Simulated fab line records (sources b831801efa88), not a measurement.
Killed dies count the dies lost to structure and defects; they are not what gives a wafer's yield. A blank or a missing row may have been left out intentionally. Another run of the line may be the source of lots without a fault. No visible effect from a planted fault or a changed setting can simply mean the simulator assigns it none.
fab line records    flow sky130
record: lots: 13  wafers: 39  lastDay: 50
route steps=708 shown GATE_OXIDE@197 POLY_GATE@205 PAD_OPEN@708
lots that met no fault: from a run of the same line without faults
startH: hours from the record's first day to the start of the lot's first wafer shown    waitH: time in hours since the lot's previous step    " unchanged from the row above    L1.1+2: several wafers, shown together as one row    - no value present, or no start provided    * or withheld: withheld    < > ~ a bound
route shown NAME@n: NAME is a module with steps in the file, n the number in the route of the first one    usual: average and standard deviation across the fault-free wafers    same: alike in all rows    chamber/n: place in a boat    sites: readings site by site    _std_site: the values' standard deviation    _edge_site: inner sites' mean taken away from outer sites' mean    radiusMm: how far each site lies from the wafer's centre    mask NAME#n: copy n    behind: the tool/chamber that last shaped the wafer    hold: why the lot went on hold/how many hours it stayed there/how the hold came to an end    device: transistor that didn't switch, given as n, p or np    end of line: tests of these same wafers at the route's end    a step with no rows: only its recipe    killed: count of dies lost to structure and defects at first sort (not the wafer's yield)    map: a wafer's dies, x killed, . not, _ none there
set.NAME: the setting the step ran with; set.NAME@STEP: the setting that earlier step ran with    model.NAME: the simulator's own value behind a step, which no gauge read
the route's steps for a sample of lots (tables are steps, rows are wafers)
services: the hour from which a tool's chamber was out of use, counted from the record's first day as startH (under 0 if before that day), plus the number of hours and why
== steps ==
step: SKY_GATE_OXIDE_OVL_MEAS_10
usual: GATE_OXIDE_OVL: 0.1/1.6
lot.wafer  tool        chamber  startH  waitH  GATE_OXIDE_OVL[nm]
L190.1     overlay-01  -        311.53  0.1    -0.4
L190.2     "           -        "       "      0.9
L190.5     "           -        "       "      1.9
L191.2     overlay-02  -        316.79  0.1    1.1
L191.3     "           -        "       "      0.7
L191.5     "           -        "       "      2.8
L192.3     overlay-02  -        320.85  0.1    2.5
L192.5     "           -        "       "      1.7
L192.6     "           -        "       "      -1.0
L194.1     overlay-02  -        346.13  0.1    1.2
L194.2     "           -        "       "      3.0
L194.5     "           -        "       "      1.8
L196.1     overlay-02  -        356.16  0.1    -0.2
L196.2     "           -        "       "      -0.8
L196.3     "           -        "       "      -0.6
L197.1     overlay-02  -        368.36  0.1    1.2
L197.5     "           -        "       "      0.3
L197.6     "           -        "       "      0.4
L198.1     overlay-01  -        368.43  0.1    1.5
L198.3     "           -        "       "      1.4
L198.4     "           -        "       "      3.0
L199.1     overlay-01  -        383.11  0.1    0.8
L199.4     "           -        "       "      0.2
L199.6     "           -        "       "      0.1
L201.3     overlay-02  -        410.12  0.1    1.5
L201.4     "           -        "       "      0.2
L201.5     "           -        "       "      0.4
L206.1     overlay-02  -        454.26  0.1    -0.5
L206.3     "           -        "       "      -3.1
L206.4     "           -        "       "      -1.2
L207.2     overlay-01  -        459.27  0.1    -0.6
L207.4     "           -        "       "      -1.6
L207.5     "           -        "       "      -2.0
L213.1     overlay-01  -        508.87  0.1    -3.3
L213.4     "           -        "       "      -2.8
L213.5     "           -        "       "      -2.1
L212.1     overlay-01  -        510.32  0.1    2.1
L212.2     "           -        "       "      1.3
L212.4     "           -        "       "      1.2
step: SKY_GATE_OXIDE_WET_ETCH_12
recipe: chemistry: dHF  targetDepthNm: 16.8  dry: n2Spin  target: SiO2  dilution: 100:1  tempC: 25  timeS: 336
usual: bathHeatDutyPct: 5.9/0.52  runLengthS: 363.9/2.9
lot.wafer  tool         chamber  startH  waitH  bathHeatDutyPct  runLengthS
L190.1     wetBench-04  2        311.72  0.1    5.7              362.1
L190.2     "            2        "       "      5.6              362.1
L190.5     "            2        "       "      5.6              362.1
L191.2     wetBench-02  0        316.97  0.1    6.1              369.4
L191.3     "            0        "       "      5.8              369.4
L191.5     "            0        "       "      5.7              369.4
L192.3     wetBench-03  3        321.02  0.1    6.5              362.5
L192.5     "            3        "       "      6.8              362.5
L192.6     "            3        "       "      6.2              362.5
L194.1     wetBench-02  3        346.32  0.1    5.9              369.6
L194.2     "            3        "       "      6.0              369.6
L194.5     "            3        "       "      6.1              369.6
L196.1     wetBench-02  3        356.34  0.1    6.1              362.9
L196.2     "            3        "       "      5.5              362.9
L196.3     "            3        "       "      5.8              362.9
L197.1     wetBench-02  3        368.54  0.1    5.8              362.4
L197.5     "            3        "       "      6.3              362.4
L197.6     "            3        "       "      5.4              362.4
L198.1     wetBench-04  3        368.62  0.1    6.2              360.9
L198.3     "            3        "       "      5.8              360.9
L198.4     "            3        "       "      6.0              360.9
L199.1     wetBench-02  0        383.29  0.1    6.3              361.8
L199.4     "            0        "       "      5.4              361.8
L199.6     "            0        "       "      5.6              361.8
L201.3     wetBench-02  1        410.29  0.1    5.5              361.9
L201.4     "            1        "       "      5.5              361.9
L201.5     "            1        "       "      6.0              361.9
L206.1     wetBench-02  1        454.44  0.1    -                -
L206.3     "            1        "       "      -                -
L206.4     "            1        "       "      -                -
L207.2     wetBench-03  0        459.45  0.1    -                -
L207.4     "            0        "       "      -                -
L207.5     "            0        "       "      -                -
L213.1     wetBench-03  1        509.06  0.1    5.2              363.2
L213.4     "            1        "       "      6.2              363.2
L213.5     "            1        "       "      5.1              363.2
L212.1     wetBench-02  3        510.50  0.1    5.5              362.2
L212.2     "            3        "       "      5.5              362.2
L212.4     "            3        "       "      4.9              362.2
step: SKY_GATE_OXIDE_STRIP_13
recipe: chemistry: O2/N2  powerW: 1400  pressureMtorr: 1500  platenTempC: withheld  o2FlowSccm: 3000  n2FlowSccm: 300  overashFraction: 0.5
usual: chamberPressureMTorr: 1500.0/1.4  drypumpMotorCurrentA: 5.6/0.41  o2FlowSccm: 3000/10  oesProductAu: 0.715/0.0051  stripTimeToEndpointS: 14.19/0.036
lot.wafer  tool            chamber  startH  waitH  chamberPressureMTorr  drypumpMotorCurrentA  o2FlowSccm  oesProductAu  rfHoursCounterH  stripTimeToEndpointS
L190.1     plasmaAsher-04  1        311.82  0.0    1500.1                6.2                   3007        0.710         63               14.17
L190.2     "               0        "       "      1498.3                5.8                   3004        0.727         63               14.20
L190.5     "               0        "       "      1499.0                5.9                   3005        0.716         -                14.21
L191.2     plasmaAsher-03  0        317.08  0.0    1499.1                5.3                   2994        0.719         18               14.20
L191.3     "               1        "       "      1498.7                4.8                   2979        0.712         -                14.15
L191.5     "               0        "       "      1499.3                5.3                   2991        0.716         -                14.18
L192.3     plasmaAsher-04  0        321.16  0.0    1500.7                5.8                   3011        0.720         -                14.18
L192.5     "               0        "       "      1500.0                5.8                   3006        0.720         -                14.15
L192.6     "               1        "       "      1499.5                6.3                   2982        0.711         -                14.17
L194.1     plasmaAsher-04  0        346.43  0.0    1500.1                5.9                   3017        0.715         66               14.17
L194.2     "               1        "       "      1500.2                6.2                   3021        0.716         66               14.17
L194.5     "               1        "       "      1501.1                6.2                   3013        0.715         -                14.17
L196.1     plasmaAsher-02  1        356.45  0.0    1501.0                5.8                   2990        0.720         52               14.17
L196.2     "               0        "       "      1499.0                5.7                   3009        0.711         52               14.23
L196.3     "               1        "       "      1501.2                5.8                   2995        0.706         -                14.20
L197.1     plasmaAsher-02  1        368.65  0.0    1500.4                5.8                   2993        0.725         53               14.17
L197.5     "               1        "       "      1501.9                5.8                   3005        0.719         -                14.18
L197.6     "               0        "       "      1502.3                5.7                   3004        0.718         -                14.19
L198.1     plasmaAsher-03  0        368.72  0.0    1497.9                5.3                   2981        0.716         23               14.26
L198.3     "               1        "       "      1500.0                4.9                   3002        0.713         -                14.27
L198.4     "               0        "       "      1497.2                5.3                   2974        0.709         -                14.22
L199.1     plasmaAsher-02  0        383.39  0.0    1498.4                5.7                   2998        0.720         55               14.18
L199.4     "               0        "       "      1500.3                5.7                   3011        0.715         -                14.20
L199.6     "               0        "       "      1500.5                5.7                   3006        0.708         -                14.15
L201.3     plasmaAsher-02  1        410.43  0.0    1501.0                5.8                   3004        0.720         -                14.16
L201.4     "               0        "       "      1500.7                5.7                   3020        0.717         -                14.16
L201.5     "               0        "       "      1500.1                5.7                   3012        0.718         -                14.18
L206.1     plasmaAsher-04  0        454.55  0.0    1498.8                5.9                   3011        0.714         2                14.21
L206.3     "               0        "       "      1500.1                5.9                   3012        0.720         -                14.23
L206.4     "               1        "       "      1500.7                6.2                   3000        0.718         -                14.22
L207.2     plasmaAsher-03  0        459.56  0.0    1498.6                5.2                   3002        0.710         33               14.20
L207.4     "               0        "       "      1500.6                5.3                   2999        0.710         -                14.24
L207.5     "               1        "       "      1501.2                4.9                   3010        0.723         -                14.22
L213.1     plasmaAsher-03  1        509.16  0.0    1501.5                4.8                   3015        0.719         38               14.15
L213.4     "               1        "       "      1500.1                4.8                   3005        0.718         -                14.16
L213.5     "               1        "       "      1499.8                4.8                   3013        0.715         -                14.16
L212.1     plasmaAsher-02  0        510.61  0.0    1498.9                5.7                   2990        0.711         68               14.20
L212.2     "               1        "       "      1497.6                5.8                   3005        0.716         68               14.19
L212.4     "               0        "       "      1502.6                5.7                   2982        0.715         -                14.21
step: SKY_POLY_GATE_THK_MEAS_01
recipe: reads: poly-Si_of_POLY_GATE_CVD_00
usual: POLY_GATE_CVD_00_THK: 179.8/1.4
lot.wafer  tool          chamber  startH  waitH  POLY_GATE_CVD_00_THK[nm]
L190.1     filmMetro-04  -        315.51  0.0    177.7
L190.2     "             -        "       "      177.8
L190.5     "             -        "       "      178.5
L191.2     filmMetro-02  -        320.99  0.0    180.9
L191.3     "             -        "       "      179.7
L191.5     "             -        "       "      180.1
L192.3     filmMetro-01  -        325.11  0.0    180.8
L192.5     "             -        "       "      179.3
L192.6     "             -        "       "      179.4
L194.1     filmMetro-04  -        350.76  0.0    178.6
L194.2     "             -        "       "      179.0
L194.5     "             -        "       "      179.7
L196.1     filmMetro-01  -        362.10  0.0    180.6
L196.2     "             -        "       "      182.9
L196.3     "             -        "       "      181.5
L197.1     filmMetro-02  -        371.59  0.0    182.7
L197.5     "             -        "       "      183.3
L197.6     "             -        "       "      182.4
L198.1     filmMetro-01  -        372.79  0.0    180.4
L198.3     "             -        "       "      181.0
L198.4     "             -        "       "      180.9
L199.1     filmMetro-04  -        386.34  0.0    179.6
L199.4     "             -        "       "      181.3
L199.6     "             -        "       "      179.3
L201.3     filmMetro-02  -        416.64  0.0    180.1
L201.4     "             -        "       "      178.8
L201.5     "             -        "       "      177.6
L213.1     filmMetro-04  -        512.25  0.0    179.6
L213.4     "             -        "       "      180.1
L213.5     "             -        "       "      178.9
L212.1     filmMetro-02  -        513.56  0.0    180.0
L212.2     "             -        "       "      181.9
L212.4     "             -        "       "      179.7
step: SKY_PAD_OPEN_PROBE_99
usual: killed_at_M0_to_M3: 44/6.5  killed_at_M4_up: 3.3/1.7  killedAtContacts: 25/5.3  killedAtFrontEnd: 15/5  killedAtOther: 0.2/0.47  killedDies: 87/9.9  killedOnRim: 17/3.8  killedOpen: 47/8  killedShort: 39/6.1
same: grossDies: 492  killedAtBackSide: 0
lot.wafer  tool       chamber  startH   waitH  killed_at_M0_to_M3  killed_at_M4_up  killedAtContacts  killedAtFrontEnd  killedAtOther  killedDies  killedOnRim  killedOpen  killedShort
L190.1     prober-01  -        1075.39  0.1    51                  1                26                23                0              101         20           62          39
L190.2     prober-01  -        1075.44  0.1    62                  4                23                12                0              101         20           63          38
L190.5     prober-01  -        1075.59  0.2    43                  0                26                23                0              92          15           57          35
L191.2     prober-02  -        1081.83  0.1    39                  3                22                16                0              80          12           42          38
L191.3     prober-02  -        1081.88  0.2    44                  4                24                15                0              87          17           47          40
L191.5     prober-02  -        1081.98  0.2    45                  5                22                21                0              93          19           51          42
L192.3     prober-01  -        1085.83  0.2    44                  1                34                12                0              91          19           53          38
L192.5     prober-01  -        1085.93  0.2    51                  3                39                12                0              105         11           61          44
L192.6     prober-01  -        1085.98  0.2    43                  1                16                7                 0              67          13           28          39
L194.1     prober-01  -        1104.95  0.1    31                  3                29                12                1              76          14           37          39
L194.2     prober-01  -        1105.00  0.1    37                  0                29                13                0              79          16           53          26
L194.5     prober-01  -        1105.15  0.2    54                  1                24                13                0              92          17           57          35
L196.1     prober-01  -        1113.48  0.1    39                  1                24                12                0              76          14           43          33
L196.2     prober-01  -        1113.53  0.1    42                  4                18                15                0              79          15           41          38
L196.3     prober-01  -        1113.58  0.2    46                  3                24                14                0              87          20           49          38
L197.1     prober-02  -        1116.41  0.1    45                  3                26                19                0              93          11           51          42
L197.5     prober-02  -        1116.61  0.2    47                  4                25                10                1              87          15           47          40
L197.6     prober-02  -        1116.66  0.2    58                  0                31                15                0              104         19           59          45
L198.1     prober-01  -        1123.38  0.1    50                  5                33                15                1              104         17           64          40
L198.3     prober-01  -        1123.48  0.2    48                  5                17                16                2              88          21           46          42
L198.4     prober-01  -        1123.53  0.2    35                  2                29                12                0              78          14           48          30
L199.1     prober-02  -        1128.40  0.1    50                  1                22                13                0              86          15           57          29
L199.4     prober-02  -        1128.55  0.2    43                  2                19                31                0              95          19           43          52
L199.6     prober-02  -        1128.65  0.2    38                  0                26                15                0              79          15           47          32
L201.3     prober-02  -        1147.92  0.2    40                  3                22                12                0              77          18           35          42
L201.4     prober-02  -        1147.97  0.2    46                  3                34                6                 0              89          20           53          36
L201.5     prober-02  -        1148.02  0.2    38                  5                31                9                 0              83          16           53          30
L207.2     prober-01  -        1173.17  0.1    36                  7                19                430               0              492         96           37          34
L207.4     prober-01  -        1173.27  0.2    52                  1                24                414               1              492         96           60          36
L207.5     prober-01  -        1173.32  0.2    50                  2                21                419               0              492         96           45          47
L206.1     prober-02  -        1173.65  0.1    48                  4                26                414               0              492         96           48          46
L206.3     prober-02  -        1173.75  0.2    42                  6                26                417               1              492         96           61          33
L206.4     prober-02  -        1173.80  0.2    36                  6                24                426               0              492         96           38          41
L213.1     prober-02  -        1200.39  0.1    42                  2                29                21                1              95          20           56          39
L213.4     prober-02  -        1200.54  0.2    42                  5                31                12                0              90          15           50          40
L213.5     prober-02  -        1200.59  0.2    51                  3                27                11                0              92          16           61          31
L212.1     prober-02  -        1203.63  0.1    44                  1                28                16                1              90          15           49          41
L212.2     prober-02  -        1203.68  0.1    35                  6                33                16                0              90          19           48          42
L212.4     prober-02  -        1203.78  0.2    36                  4                31                11                2              84          16           43          41
killed by level:class
L190.1 CONTACT:geometricParticle:open=13 VIA1:geometricParticle:open=13 FIELD_ISO:geometricParticle:short=8 FIELD_ISO:geometricParticle:open=8 LI_CONTACT:geometricParticle:open=8 VIA2:geometricParticle:open=7 VIA1:geometricParticle:short=6 POLY_GATE:geometricParticle:short=5
L190.2 VIA2:geometricParticle:open=12 CONTACT:geometricParticle:open=11 VIA1:geometricParticle:open=10 VIA3:geometricParticle:open=9 VIA1:geometricParticle:short=8 METAL1:geometricParticle:short=8 LI_CONTACT:geometricParticle:open=5 VIA3:geometricParticle:short=5
L190.5 VIA1:geometricParticle:open=12 CONTACT:geometricParticle:open=8 FIELD_ISO:geometricParticle:open=8 LI_CONTACT:geometricParticle:open=8 POLY_GATE:geometricParticle:open=6 VIA2:geometricParticle:open=6 METAL1:geometricParticle:short=5 VIA1:geometricParticle:short=5
L191.2 VIA1:geometricParticle:open=11 VIA1:geometricParticle:short=8 LI_CONTACT:geometricParticle:open=7 CONTACT:geometricParticle:short=6 CONTACT:geometricParticle:open=6 FIELD_ISO:geometricParticle:open=5 METAL2:geometricParticle:short=5 METAL1:geometricParticle:short=4
L191.3 METAL2:geometricParticle:short=10 LI_CONTACT:geometricParticle:open=8 CONTACT:geometricParticle:open=8 VIA2:geometricParticle:open=7 VIA3:geometricParticle:open=7 LOCAL_INTERCONNECT:geometricParticle:short=6 FIELD_ISO:geometricParticle:open=5 FIELD_ISO:geometricParticle:short=5
L191.5 VIA1:geometricParticle:open=11 FIELD_ISO:geometricParticle:short=8 FIELD_ISO:geometricParticle:open=7 LOCAL_INTERCONNECT:geometricParticle:short=6 LI_CONTACT:geometricParticle:open=6 CONTACT:geometricParticle:open=6 VIA2:geometricParticle:short=5 METAL1:geometricParticle:short=5
L192.3 CONTACT:geometricParticle:open=14 LI_CONTACT:geometricParticle:open=11 VIA2:geometricParticle:open=10 METAL1:geometricParticle:short=7 VIA1:geometricParticle:open=6 CONTACT:geometricParticle:short=6 VIA3:geometricParticle:open=6 VIA1:geometricParticle:short=4
L192.5 VIA1:geometricParticle:open=16 CONTACT:geometricParticle:open=13 VIA3:geometricParticle:open=10 LI_CONTACT:geometricParticle:open=9 CONTACT:geometricParticle:short=9 METAL1:geometricParticle:short=7 LOCAL_INTERCONNECT:geometricParticle:short=5 POLY_GATE:geometricParticle:short=4
L192.6 VIA1:geometricParticle:open=12 METAL1:geometricParticle:short=8 CONTACT:geometricParticle:short=7 CONTACT:geometricParticle:open=4 VIA1:geometricParticle:short=4 VIA3:geometricParticle:open=4 FIELD_ISO:geometricParticle:short=3 LI_CONTACT:geometricParticle:open=3
L194.1 CONTACT:geometricParticle:open=12 VIA2:geometricParticle:open=6 CONTACT:geometricParticle:short=6 METAL2:geometricParticle:short=6 LI_CONTACT:geometricParticle:open=5 LI_CONTACT:geometricParticle:short=5 VIA3:geometricParticle:short=4 METAL3:geometricParticle:short=3
L194.2 CONTACT:geometricParticle:open=10 VIA1:geometricParticle:open=9 VIA3:geometricParticle:open=9 LI_CONTACT:geometricParticle:open=5 POLY_GATE:geometricParticle:open=4 LI_CONTACT:geometricParticle:short=4 LOCAL_INTERCONNECT:geometricParticle:short=4 FIELD_ISO:geometricParticle:open=3
L194.5 VIA1:geometricParticle:open=17 CONTACT:geometricParticle:open=12 LI_CONTACT:geometricParticle:open=7 VIA1:geometricParticle:short=7 VIA3:geometricParticle:open=6 FIELD_ISO:geometricParticle:short=5 METAL1:geometricParticle:short=5 VIA2:geometricParticle:open=5
L196.1 VIA1:geometricParticle:open=10 LI_CONTACT:geometricParticle:open=8 CONTACT:geometricParticle:open=8 VIA2:geometricParticle:short=5 VIA2:geometricParticle:open=5 VIA3:geometricParticle:open=5 POLY_GATE:geometricParticle:short=4 METAL1:geometricParticle:short=4
L196.2 VIA1:geometricParticle:open=10 VIA2:geometricParticle:open=9 CONTACT:geometricParticle:open=7 METAL1:geometricParticle:short=6 METAL2:geometricParticle:short=6 FIELD_ISO:geometricParticle:short=4 SONOS_ONO:geometricParticle:open=4 LOCAL_INTERCONNECT:geometricParticle:short=4
L196.3 VIA1:geometricParticle:open=10 LI_CONTACT:geometricParticle:open=9 VIA2:geometricParticle:open=8 METAL2:geometricParticle:short=7 VIA1:geometricParticle:short=7 CONTACT:geometricParticle:open=6 FIELD_ISO:geometricParticle:open=4 VIA3:geometricParticle:open=4
L197.1 VIA1:geometricParticle:open=14 CONTACT:geometricParticle:open=12 LI_CONTACT:geometricParticle:open=7 METAL1:geometricParticle:short=7 POLY_GATE:geometricParticle:short=6 METAL2:geometricParticle:short=5 VIA1:geometricParticle:short=4 VIA2:geometricParticle:open=4
L197.5 VIA1:geometricParticle:open=11 VIA2:geometricParticle:open=8 CONTACT:geometricParticle:open=7 LI_CONTACT:geometricParticle:open=6 CONTACT:geometricParticle:short=6 METAL2:geometricParticle:short=5 VIA2:geometricParticle:short=5 LOCAL_INTERCONNECT:geometricParticle:short=4
L197.6 CONTACT:geometricParticle:open=17 VIA1:geometricParticle:open=14 VIA2:geometricParticle:open=8 VIA3:geometricParticle:open=7 VIA1:geometricParticle:short=7 FIELD_ISO:geometricParticle:open=6 METAL1:geometricParticle:short=6 VIA2:geometricParticle:short=6
L198.1 VIA1:geometricParticle:open=15 CONTACT:geometricParticle:open=13 LI_CONTACT:geometricParticle:open=11 VIA3:geometricParticle:open=9 METAL2:geometricParticle:short=7 POLY_GATE:geometricParticle:short=6 POLY_GATE:geometricParticle:open=5 CONTACT:geometricParticle:short=5
L198.3 VIA1:geometricParticle:open=12 METAL2:geometricParticle:short=9 CONTACT:geometricParticle:open=8 VIA2:geometricParticle:open=7 FIELD_ISO:geometricParticle:open=5 POLY_GATE:geometricParticle:short=4 CONTACT:geometricParticle:short=4 METAL1:geometricParticle:short=4
L198.4 CONTACT:geometricParticle:open=17 VIA2:geometricParticle:open=9 VIA2:geometricParticle:short=6 VIA3:geometricParticle:open=6 LOCAL_INTERCONNECT:geometricParticle:short=5 VIA1:geometricParticle:open=5 FIELD_ISO:geometricParticle:short=3 FIELD_ISO:geometricParticle:open=3
L199.1 VIA1:geometricParticle:open=10 LI_CONTACT:geometricParticle:open=9 VIA2:geometricParticle:open=9 CONTACT:geometricParticle:open=8 METAL2:geometricParticle:short=5 METAL1:geometricParticle:short=5 POLY_GATE:geometricParticle:open=4 VIA3:geometricParticle:open=4
L199.4 FIELD_ISO:geometricParticle:open=8 CONTACT:geometricParticle:open=8 METAL1:geometricParticle:short=7 VIA3:geometricParticle:short=7 POLY_GATE:geometricParticle:short=6 VIA1:geometricParticle:open=6 METAL2:geometricParticle:short=6 POLY_CUT:geometricParticle:short=5
L199.6 CONTACT:geometricParticle:open=11 VIA1:geometricParticle:open=11 LI_CONTACT:geometricParticle:open=7 METAL2:geometricParticle:short=7 LI_CONTACT:geometricParticle:short=4 VIA1:geometricParticle:short=4 VIA3:geometricParticle:open=4 FIELD_ISO:geometricParticle:open=3
L201.3 METAL1:geometricParticle:short=13 VIA1:geometricParticle:open=8 LI_CONTACT:geometricParticle:short=5 CONTACT:geometricParticle:open=5 VIA2:geometricParticle:open=5 LOCAL_INTERCONNECT:geometricParticle:short=4 VIA3:geometricParticle:short=4 METAL2:geometricParticle:short=3
L201.4 CONTACT:geometricParticle:open=11 VIA1:geometricParticle:open=10 LI_CONTACT:geometricParticle:open=9 VIA2:geometricParticle:open=7 CONTACT:geometricParticle:short=6 VIA3:geometricParticle:open=6 METAL2:geometricParticle:short=6 LOCAL_INTERCONNECT:geometricParticle:short=4
L201.5 VIA1:geometricParticle:open=13 CONTACT:geometricParticle:open=10 VIA2:geometricParticle:open=9 LI_CONTACT:geometricParticle:open=9 LOCAL_INTERCONNECT:geometricParticle:short=5 CONTACT:geometricParticle:short=5 METAL1:geometricParticle:short=4 VIA3:geometricParticle:open=4
L207.2 GATE_OXIDE:areaEtch=421 VIA1:geometricParticle:open=8 CONTACT:geometricParticle:open=7 METAL1:geometricParticle:short=7 VIA2:geometricParticle:open=6 METAL4:geometricParticle:short=6 LI_CONTACT:geometricParticle:open=4 METAL2:geometricParticle:short=4
L207.4 GATE_OXIDE:areaEtch=396 CONTACT:geometricParticle:open=12 VIA1:geometricParticle:open=10 POLY_GATE:geometricParticle:open=8 METAL2:geometricParticle:short=8 VIA2:geometricParticle:open=7 FIELD_ISO:geometricParticle:open=6 VIA1:geometricParticle:short=6
L207.5 GATE_OXIDE:areaEtch=400 METAL1:geometricParticle:short=11 VIA1:geometricParticle:short=10 CONTACT:geometricParticle:open=10 VIA3:geometricParticle:open=7 FIELD_ISO:geometricParticle:open=6 METAL2:geometricParticle:short=6 VIA1:geometricParticle:open=6
L206.1 GATE_OXIDE:areaEtch=398 CONTACT:geometricParticle:open=11 LI_CONTACT:geometricParticle:open=7 METAL1:geometricParticle:short=7 METAL3:geometricParticle:short=7 VIA3:geometricParticle:open=7 VIA2:geometricParticle:open=5 VIA1:geometricParticle:open=5
L206.3 GATE_OXIDE:areaEtch=398 CONTACT:geometricParticle:open=12 FIELD_ISO:geometricParticle:open=10 VIA1:geometricParticle:open=9 VIA2:geometricParticle:open=9 LI_CONTACT:geometricParticle:open=5 METAL1:geometricParticle:open=5 VIA3:geometricParticle:open=5
L206.4 GATE_OXIDE:areaEtch=413 CONTACT:geometricParticle:open=11 VIA1:geometricParticle:open=10 VIA1:geometricParticle:short=8 CONTACT:geometricParticle:short=5 METAL4:geometricParticle:short=5 VIA2:geometricParticle:open=4 METAL2:geometricParticle:short=4
L213.1 CONTACT:geometricParticle:open=12 LI_CONTACT:geometricParticle:open=9 VIA1:geometricParticle:open=9 METAL2:geometricParticle:short=8 VIA1:geometricParticle:short=7 FIELD_ISO:geometricParticle:open=6 FIELD_ISO:geometricParticle:short=4 POLY_GATE:geometricParticle:open=4
L213.4 LI_CONTACT:geometricParticle:open=10 CONTACT:geometricParticle:open=10 VIA1:geometricParticle:open=7 VIA3:geometricParticle:open=7 METAL2:geometricParticle:short=5 LI_CONTACT:geometricParticle:short=4 VIA1:geometricParticle:short=4 CONTACT:geometricParticle:short=4
L213.5 VIA2:geometricParticle:open=14 LI_CONTACT:geometricParticle:open=11 VIA1:geometricParticle:open=9 VIA1:geometricParticle:short=8 CONTACT:geometricParticle:open=8 METAL2:geometricParticle:short=6 VIA3:geometricParticle:open=6 LI_CONTACT:geometricParticle:short=4
L212.1 VIA1:geometricParticle:open=11 LI_CONTACT:geometricParticle:open=9 LOCAL_INTERCONNECT:geometricParticle:short=8 VIA2:geometricParticle:open=7 CONTACT:geometricParticle:short=6 VIA3:geometricParticle:open=6 METAL1:geometricParticle:short=5 FIELD_ISO:geometricParticle:open=4
L212.2 CONTACT:geometricParticle:open=14 VIA1:geometricParticle:open=8 LOCAL_INTERCONNECT:geometricParticle:short=8 METAL2:geometricParticle:short=8 VIA3:geometricParticle:open=8 CONTACT:geometricParticle:short=5 FIELD_ISO:geometricParticle:short=4 LI_CONTACT:geometricParticle:open=4
L212.4 CONTACT:geometricParticle:open=13 VIA1:geometricParticle:open=9 METAL2:geometricParticle:short=8 LI_CONTACT:geometricParticle:open=5 CONTACT:geometricParticle:short=5 VIA2:geometricParticle:open=5 VIA3:geometricParticle:open=5 LOCAL_INTERCONNECT:geometricParticle:short=4
== services ==
tool            chamber  startH  hours  kind
plasmaAsher-03  -        288.54  15.6   pm
plasmaAsher-02  -        307.31  1.4    repair
wetBench-03     -        376.52  1.9    pm
plasmaAsher-04  -        391.16  14.6   pm
plasmaAsher-04  -        408.50  2.8    pm
plasmaAsher-04  -        421.25  9.0    pm
plasmaAsher-04  0        421.25  9.0    ventCycle
plasmaAsher-04  1        421.25  9.0    ventCycle
plasmaAsher-04  0        430.25  -      clean
plasmaAsher-04  1        430.25  -      clean
== key ==
firstSign: step: SKY_GATE_OXIDE_WET_ETCH_12  reading: toolRecord  direction: missing
effect: step: SKY_PAD_OPEN_PROBE_99  reading: killedAtFrontEnd  direction: up  sigmas: 81  usual: 15  struck: 420
moreKillsBornAt: SKY_GATE_OXIDE_WET_ETCH_12@wetBench-03: 1217  SKY_GATE_OXIDE_WET_ETCH_12@wetBench-02: 1209
metAt SKY_GATE_OXIDE_WET_ETCH_12
struckLots L206,L207
laterRowsLeftOut L206.1,L206.3,L206.4,L207.2,L207.4,L207.5
testerLeftOut L206,L207
notActingAt SKY_GATE_OXIDE_OVL_MEAS_10,SKY_GATE_OXIDE_STRIP_13,SKY_POLY_GATE_THK_MEAS_01
onsetBetween 410.29 454.44
fault: kind: skippedStepWhole  tool: wetBench-02,wetBench-03  chamber: -  onsetH: 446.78  steps: SKY_GATE_OXIDE_WET_ETCH_12  scope: struckLotsOnly
testerLeftOut: of these lots the tester's yield and bins aren't shown, on N5 and GAA mostly nor the transistor test; their killed dies are dies lost to structure and defects alone, not to doping, threshold or leakage, so they don't give the yield
laterRowsLeftOut: the simulator's readings of these wafers behind a module that went badly wrong aren't trusted and aren't shown, but for the sort
